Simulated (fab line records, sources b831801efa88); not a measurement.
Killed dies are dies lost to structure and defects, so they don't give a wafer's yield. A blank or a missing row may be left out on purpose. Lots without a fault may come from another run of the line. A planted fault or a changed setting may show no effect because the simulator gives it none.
One fault seen from 2 desks | flow gf180mcu | each desk has only its own numbers; what lay behind them comes last

THE TOOL OWNER'S DESK: pvd_sputter-04
The tool's own readings at GF_V4_SPUTTER_21 (material Ti, target thk 15 nm, time 80.02 s): means of the sampled wafers that have a number, for each lot that ran on this tool. A lot is out of limits, marked OUT, if its mean lies more than 4 standard deviations from the usual mean; the brackets give that distance.
Columns: A = throttle_valve_pct at GF_V4_SPUTTER_21, usual 30.6 %
lot  | first seen here | A
L574 | day 27 17:49    | 30.5
L575 | day 28 01:00    | 30.5
L576 | day 28 10:57    | 30.6
L587 | day 31 09:46    | 30.6
This desk's finding: nothing out of limits on any of the 4 lots.

THE METROLOGY DESK
What the gauges read, lot by lot, whatever tool the lot ran on: means of the sampled wafers that have a number. A lot is out of limits, marked OUT, if its mean lies more than 4 standard deviations from the usual mean; the brackets give that distance.
Columns: A = cd_nm at GF_V4_CD_MEAS_14, usual 259.7 nm; B = V4_OVL at GF_V4_OVL_MEAS_15, usual 1 nm
lot  | first seen here | A     | B
L570 | day 26 12:16    | 260.7 | 6
L574 | day 27 17:01    | 259.6 | 2
L575 | day 28 00:12    | 260.8 | 2
L576 | day 28 10:07    | 261.2 | 4
L581 | day 29 19:19    | 258.4 | 4
L582 | day 30 01:18    | 259.3 | -8
L587 | day 31 08:38    | 258.5 | -7
This desk's finding: nothing out of limits on any of the 7 lots.

PUT TOGETHER
The tool owner's desk saw nothing out of limits.
The metrology desk saw nothing out of limits.

WHAT THE SIMULATOR HAD PUT IN
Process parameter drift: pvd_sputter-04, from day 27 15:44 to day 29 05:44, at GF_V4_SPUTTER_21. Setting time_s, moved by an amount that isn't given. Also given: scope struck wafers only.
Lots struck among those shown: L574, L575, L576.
